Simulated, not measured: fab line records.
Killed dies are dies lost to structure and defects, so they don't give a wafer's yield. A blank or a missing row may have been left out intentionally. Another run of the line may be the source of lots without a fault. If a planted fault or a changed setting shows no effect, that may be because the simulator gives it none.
Chamber matching ; flow gf180mcu ; GF_M5_ETCH_09 on rie_diel-02: 4 sister chambers
The step etches Si3N4 in CF4/O2, target depth 52 nm, time 11.6 s. 14 wafers are shown with their chamber, then 7 later ones without.

## EACH WAFER AND ITS CHAMBER
wafer;chamber;drypump_motor_current_A (A);oes_product_au (a.u.);throttle_valve_pct (%)
L708.2;1;6.0;1.010;5.978
L708.4;3;5.9;0.997;5.976
L708.5;0;5.6;0.995;5.979
L711.1;3;5.8;1.009;5.967
L711.2;0;5.6;1.000;5.970
L711.4;2;5.2;1.002;5.960
L712.2;0;5.6;0.998;5.973
L712.5;1;6.0;1.007;5.966
L712.6;2;5.2;1.002;5.976
L713.2;1;6.0;1.000;5.964
L713.5;1;6.0;1.013;5.971
L713.6;0;5.6;1.001;5.961
L726.1;3;5.8;1.014;5.975
L726.2;1;6.0;1.008;5.973

SIGNATURES (means of the wafers above)
reading;chamber 0;chamber 1;chamber 2;chamber 3;scatter within a chamber
drypump_motor_current_A;5.600;6.000;5.200;5.833;0.0258
oes_product_au;0.99850;1.00760;1.00200;1.00667;0.00517
throttle_valve_pct;5.97075;5.97040;5.96800;5.97267;0.00686
Rule: a wafer's distance from a chamber is the root of the sum, over the readings, of the square of ((its reading less the chamber's mean) divided by the reading's scatter). If the next closest chamber is less than 2 further off than the closest, the wafer can't be placed; otherwise it belongs to the closest. The scatter: take each reading less its chamber's mean, square it, sum over the shown wafers, divide by the number of wafers less the number of chambers, and take the root.

## WAFERS WITHOUT THEIR CHAMBER
wafer;drypump_motor_current_A (A);oes_product_au (a.u.);throttle_valve_pct (%)
L726.5;5.2;1.012;5.980
L727.3;5.8;0.995;5.962
L727.5;5.8;1.001;5.976
L727.6;5.6;0.994;5.975
L728.2;6.1;1.005;5.974
L728.3;5.8;1.012;5.980
L728.5;6.1;1.006;5.977

## THE CHAMBER EACH PASSED THROUGH
wafer;from the rows above;in truth
L726.5;2;2
L727.3;3;3
L727.5;3;3
L727.6;0;0
L728.2;1;1
L728.3;3;3
L728.5;1;1
Placed correctly: 7 of 7. Left unplaced by these rows: 0. Placed wrongly: 0.
